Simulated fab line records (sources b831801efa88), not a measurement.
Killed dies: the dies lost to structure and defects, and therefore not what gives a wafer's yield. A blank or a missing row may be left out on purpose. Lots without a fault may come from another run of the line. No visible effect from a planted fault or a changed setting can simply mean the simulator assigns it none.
Which tool is to blame? + flow gf180mcu + Sampling: 24 lots, 72 wafers, 6 of 602 route steps

== WHAT EACH GAUGE READ, for each wafer ==
GF_CONTACT_OVL_MEAS_15. Usual: CONTACT_OVL typically reads 0 nm, with standard deviation 5.9.
| lot  | measured     | on         | CONTACT_OVL (nm) | flag |
|------|--------------|------------|------------------|------|
| L074 | day 16 04:35 | overlay-01 | 8 0 10           |      |
| L075 | day 16 09:29 | overlay-02 | 4 5 2            |      |
| L076 | day 17 01:46 | overlay-01 | -9 1 -9          |      |
| L077 | day 17 08:59 | overlay-01 | 6 4 5            |      |
| L079 | day 17 20:48 | overlay-02 | -1 2 -3          |      |
| L078 | day 18 00:44 | overlay-01 | 2 1 1            |      |
| L080 | day 18 07:35 | overlay-01 | -1 3 -1          |      |
| L081 | day 18 16:48 | overlay-02 | 3 5 -1           |      |
| L082 | day 19 05:33 | overlay-02 | 6 1 1            |      |
| L083 | day 19 13:03 | overlay-01 | -6 -10 -6        |      |
| L084 | day 19 20:32 | overlay-02 | -7 1 -7          |      |
| L085 | day 20 05:23 | overlay-02 | 2 10 1           |      |
| L086 | day 20 11:59 | overlay-02 | -9 -10 -15       |      |
| L087 | day 20 20:08 | overlay-02 | -6 -4 -3         |      |
| L088 | day 21 04:57 | overlay-01 | 2 11 -4          |      |
| L089 | day 21 11:10 | overlay-02 | -11 -7 0         |      |
| L090 | day 21 21:45 | overlay-02 | 2 10 -3          |      |
| L091 | day 22 09:03 | overlay-02 | -1 1 -1          |      |
| L092 | day 22 13:20 | overlay-02 | 5 7 13           |      |
| L093 | day 22 18:41 | overlay-02 | 12 14 1          |      |
| L094 | day 23 05:59 | overlay-01 | -8 -5 -4         |      |
| L095 | day 23 14:33 | overlay-01 | 4 8 5            |      |
| L096 | day 23 20:41 | overlay-02 | 4 2 5            |      |
| L097 | day 24 09:17 | overlay-02 | -6 -5 -7         |      |

GF_V2_BOW_MEAS_05. Usual: V2_BOW typically reads 99 um, with standard deviation 7.
| lot  | measured     | on            | V2_BOW (um) | flag |
|------|--------------|---------------|-------------|------|
| L074 | day 19 07:10 | film metro-02 | 110 103 98  |      |
| L075 | day 19 13:25 | film metro-01 | 99 95 98    |      |
| L076 | day 20 07:16 | film metro-02 | 94 90 92    |      |
| L077 | day 20 15:11 | film metro-01 | 85 107 91   |      |
| L079 | day 21 03:08 | film metro-02 | 92 93 97    |      |
| L078 | day 21 07:16 | film metro-01 | 106 99 103  |      |
| L080 | day 21 14:18 | film metro-04 | 94 103 93   |      |
| L081 | day 22 00:18 | film metro-02 | 94 99 101   |      |
| L082 | day 22 12:49 | film metro-02 | 99 94 103   |      |
| L083 | day 22 19:46 | film metro-04 | 106 112 105 |      |
| L084 | day 23 03:20 | film metro-01 | 94 99 105   |      |
| L085 | day 23 11:25 | film metro-02 | 95 117 106  |      |
| L086 | day 23 17:54 | film metro-02 | 99 104 93   |      |
| L087 | day 24 00:33 | film metro-01 | 108 105 95  |      |
| L088 | day 24 07:29 | film metro-04 | 86 82 99    |      |
| L089 | day 24 15:31 | film metro-02 | 117 105 108 |      |
| L090 | day 25 01:46 | film metro-01 | 96 101 99   |      |
| L091 | day 25 10:29 | film metro-02 | 106 87 99   |      |
| L092 | day 25 15:38 | film metro-02 | 88 100 105  |      |
| L093 | day 25 19:59 | film metro-02 | 93 99 100   |      |
| L094 | day 26 04:29 | film metro-01 | 96 99 98    |      |
| L095 | day 26 14:19 | film metro-04 | 113 98 101  |      |
| L096 | day 26 19:07 | film metro-04 | 94 94 102   |      |
| L097 | day 27 05:37 | film metro-01 | 108 99 110  |      |

GF_M3_THK_MEAS_06: measures by xrf. Usual: M3_ALCU_THK typically reads 456 nm, with standard deviation 7.
| lot  | measured     | on            | M3_ALCU_THK (nm) | flag |
|------|--------------|---------------|------------------|------|
| L074 | day 20 09:54 | film metro-01 | 450 449 467      |      |
| L075 | day 20 15:32 | film metro-03 | 458 454 459      |      |
| L076 | day 21 09:54 | film metro-01 | 459 453 461      |      |
| L077 | day 21 17:37 | film metro-03 | 454 452 460      |      |
| L079 | day 22 05:05 | film metro-01 | 446 449 438      |      |
| L078 | day 22 08:59 | film metro-02 | 461 460 454      |      |
| L080 | day 22 16:49 | film metro-03 | 455 475 458      |      |
| L081 | day 23 01:56 | film metro-03 | 464 458 464      |      |
| L082 | day 23 14:16 | film metro-02 | 463 462 453      |      |
| L083 | day 23 20:46 | film metro-02 | 451 452 454      |      |
| L084 | day 24 04:38 | film metro-01 | 459 458 449      |      |
| L085 | day 24 11:50 | film metro-01 | 443 443 451      |      |
| L086 | day 24 18:53 | film metro-02 | 462 457 462      |      |
| L087 | day 25 00:25 | film metro-01 | 449 448 449      |      |
| L088 | day 25 07:04 | film metro-02 | 459 459 451      |      |
| L089 | day 25 14:56 | film metro-03 | 463 457 454      |      |
| L090 | day 26 00:46 | film metro-01 | 459 459 454      |      |
| L091 | day 26 09:36 | film metro-03 | 465 466 467      |      |
| L092 | day 26 14:47 | film metro-03 | 460 467 474      |      |
| L093 | day 26 19:04 | film metro-02 | 468 465 454      |      |
| L094 | day 27 02:55 | film metro-03 | 449 459 460      |      |
| L095 | day 27 12:34 | film metro-01 | 458 452 462      |      |
| L096 | day 27 17:00 | film metro-03 | 449 453 463      |      |
| L097 | day 28 02:49 | film metro-01 | 449 465 446      |      |

GF_V3_OVL_MEAS_15. Usual: V3_OVL typically reads 3 nm, with standard deviation 5.2.
| lot  | measured     | on         | V3_OVL (nm) | flag |
|------|--------------|------------|-------------|------|
| L074 | day 22 12:38 | overlay-01 | 3 2 3       |      |
| L075 | day 22 17:38 | overlay-02 | 2 0 -2      |      |
| L076 | day 23 11:32 | overlay-02 | -2 6 1      |      |
| L077 | day 23 17:47 | overlay-02 | 9 9 8       |      |
| L079 | day 24 05:17 | overlay-02 | 0 -1 1      |      |
| L078 | day 24 08:59 | overlay-01 | 7 0 6       |      |
| L080 | day 24 16:01 | overlay-01 | 3 7 4       |      |
| L081 | day 24 23:55 | overlay-01 | 2 -6 4      |      |
| L082 | day 25 11:19 | overlay-01 | 9 5 1       |      |
| L083 | day 25 17:55 | overlay-01 | 4 11 14     |      |
| L084 | day 26 00:53 | overlay-01 | 3 0 -5      |      |
| L085 | day 26 08:29 | overlay-01 | -2 -1 0     |      |
| L086 | day 26 14:58 | overlay-01 | -4 0 6      |      |
| L087 | day 26 20:17 | overlay-02 | 7 6 10      |      |
| L088 | day 27 01:50 | overlay-02 | 11 9 9      |      |
| L089 | day 27 09:01 | overlay-01 | -6 3 -1     |      |
| L090 | day 27 19:17 | overlay-02 | 10 2 5      |      |
| L091 | day 28 01:29 | overlay-01 | 10 5 -2     |      |
| L092 | day 28 07:53 | overlay-02 | 5 0 -4      |      |
| L093 | day 28 12:04 | overlay-01 | 13 7 6      |      |
| L094 | day 28 19:38 | overlay-02 | -1 -7 8     |      |
| L095 | day 29 04:17 | overlay-01 | -3 -1 -1    |      |
| L096 | day 29 09:10 | overlay-02 | 6 3 5       |      |
| L097 | day 29 18:37 | overlay-02 | -3 -3 -4    |      |

GF_V4_RS_MEAS_24: a four-point-probe measurement. Usual: V4_W_RS typically reads 0.329 ohm/sq, with standard deviation 0.0042.
| lot  | measured     | on            | V4_W_RS (ohm/sq)  | flag |
|------|--------------|---------------|-------------------|------|
| L074 | day 24 14:07 | film metro-02 | 0.331 0.326 0.328 |      |
| L075 | day 24 18:37 | film metro-01 | 0.333 0.322 0.329 |      |
| L076 | day 25 12:25 | film metro-04 | 0.321 0.330 0.325 |      |
| L077 | day 25 17:31 | film metro-01 | 0.329 0.326 0.329 |      |
| L079 | day 26 04:05 | film metro-04 | 0.328 0.321 0.327 |      |
| L078 | day 26 08:26 | film metro-02 | 0.329 0.329 0.326 |      |
| L080 | day 26 14:38 | film metro-02 | 0.335 0.328 0.331 |      |
| L081 | day 26 21:53 | film metro-04 | 0.331 0.330 0.326 |      |
| L082 | day 27 08:55 | film metro-01 | 0.329 0.331 0.329 |      |
| L083 | day 27 14:52 | film metro-02 | 0.329 0.329 0.330 |      |
| L084 | day 27 21:16 | film metro-04 | 0.331 0.330 0.333 |      |
| L085 | day 28 03:55 | film metro-01 | 0.335 0.333 0.328 |      |
| L086 | day 28 11:11 | film metro-04 | 0.328 0.328 0.330 |      |
| L087 | day 28 16:56 | film metro-04 | 0.335 0.334 0.333 |      |
| L088 | day 28 21:40 | film metro-02 | 0.329 0.330 0.331 |      |
| L089 | day 29 03:38 | film metro-01 | 0.327 0.327 0.328 |      |
| L090 | day 29 13:23 | film metro-01 | 0.326 0.327 0.326 |      |
| L091 | day 29 19:38 | film metro-04 | 0.321 0.326 0.321 |      |
| L092 | day 30 02:41 | film metro-04 | 0.320 0.325 0.326 |      |
| L093 | day 30 07:59 | film metro-02 | 0.322 0.320 0.324 |      |
| L094 | day 30 12:49 | film metro-01 | 0.331 0.330 0.336 |      |
| L095 | day 30 22:14 | film metro-01 | 0.329 0.330 0.328 |      |
| L096 | day 31 02:39 | film metro-04 | 0.337 0.338 0.334 |      |
| L097 | day 31 10:55 | film metro-04 | 0.328 0.329 0.326 |      |

== WHAT TOOL EACH LOT RAN ON (gives the tool, then ch and the chambers of the sampled wafers, and finally the start) ==
| lot  | GF_HV_LDD_RTA_52                 |
|------|----------------------------------|
| L074 | rtp anneal-01 ch 0, day 12 12:28 |
| L075 | rtp anneal-01 ch 0, day 12 16:05 |
| L076 | rtp anneal-01 ch 0, day 13 05:21 |
| L077 | rtp anneal-01 ch 0, day 13 12:47 |
| L079 | rtp anneal-01 ch 0, day 13 23:54 |
| L078 | rtp anneal-02 ch 0, day 14 00:17 |
| L080 | rtp anneal-02 ch 0, day 14 09:36 |
| L081 | rtp anneal-02 ch 0, day 14 18:50 |
| L082 | rtp anneal-01 ch 0, day 15 05:47 |
| L083 | rtp anneal-01 ch 0, day 15 10:29 |
| L084 | rtp anneal-02 ch 0, day 15 17:59 |
| L085 | rtp anneal-02 ch 0, day 16 01:38 |
| L086 | rtp anneal-02 ch 0, day 16 09:20 |
| L087 | rtp anneal-02 ch 0, day 16 16:08 |
| L088 | rtp anneal-02 ch 0, day 17 00:14 |
| L089 | rtp anneal-02 ch 0, day 17 04:27 |
| L090 | rtp anneal-02 ch 0, day 17 15:41 |
| L091 | rtp anneal-01 ch 0, day 18 01:27 |
| L092 | rtp anneal-01 ch 0, day 18 06:05 |
| L093 | rtp anneal-01 ch 0, day 18 13:26 |
| L094 | rtp anneal-02 ch 0, day 18 23:44 |
| L095 | rtp anneal-01 ch 0, day 19 10:11 |
| L096 | rtp anneal-01 ch 0, day 19 15:50 |
| L097 | rtp anneal-01 ch 0, day 20 05:04 |
- GF_HV_LDD_RTA_52: time 10 s.

== WHAT THE TOOLS THEMSELVES READ (means of the sampled wafers that have a number; where no wafer has one, the mark that the record gives instead) ==
GF_HV_LDD_RTA_52. Usual: lamp power pct 38 %, standard deviation 4.2; wafer_temp_C_max 1005.4, standard deviation 2.7.
| lot  | tool          | lamp power pct (%) | wafer_temp_C_max | flag |
|------|---------------|--------------------|------------------|------|
| L074 | rtp anneal-01 | 42                 | 1007.5           |      |
| L075 | rtp anneal-01 | 42                 | 1008.2           |      |
| L076 | rtp anneal-01 | 42                 | 1007.0           |      |
| L077 | rtp anneal-01 | 42                 | 1008.1           |      |
| L079 | rtp anneal-01 | 42                 | 1007.2           |      |
| L078 | rtp anneal-02 | 33                 | 1002.6           |      |
| L080 | rtp anneal-02 | 33                 | 1002.3           |      |
| L081 | rtp anneal-02 | 33                 | 1002.2           |      |
| L082 | rtp anneal-01 | 42                 | 1008.6           |      |
| L083 | rtp anneal-01 | 42                 | 1007.6           |      |
| L084 | rtp anneal-02 | 33                 | 1003.0           |      |
| L085 | rtp anneal-02 | 33                 | 1003.0           |      |
| L086 | rtp anneal-02 | 33                 | 1002.8           |      |
| L087 | rtp anneal-02 | 33                 | 1002.8           |      |
| L088 | rtp anneal-02 | 33                 | 1002.4           |      |
| L089 | rtp anneal-02 | 33                 | 1003.6           |      |
| L090 | rtp anneal-02 | 33                 | 1003.0           |      |
| L091 | rtp anneal-01 | 42                 | 1007.2           |      |
| L092 | rtp anneal-01 | 42                 | 1007.4           |      |
| L093 | rtp anneal-01 | 42                 | 1009.8           |      |
| L094 | rtp anneal-02 | 33                 | 1002.6           |      |
| L095 | rtp anneal-01 | 42                 | 1007.9           |      |
| L096 | rtp anneal-01 | 42                 | 1006.7           |      |
| L097 | rtp anneal-01 | 42                 | 1009.0           |      |

== THE ANSWER, worked out from the rows above alone ==
Rule: a lot is off if the mean of its wafers that have a number lies more than 3 standard deviations from the usual mean. Also off: a lot with no number at a reading for which 4 or more lots have one. All remaining lots with rows at the step are treated as sound. First the gauges in route order, then the tools' own readings, where a lot's mean is used as printed above. The first step at which some lot is off is used, and at that step the reading that is off furthest; a lot without a number counts as furthest.
Across all readings shown, no lot is off: no conclusion can be drawn from this.

== WHAT THE SIMULATOR PUT IN ==
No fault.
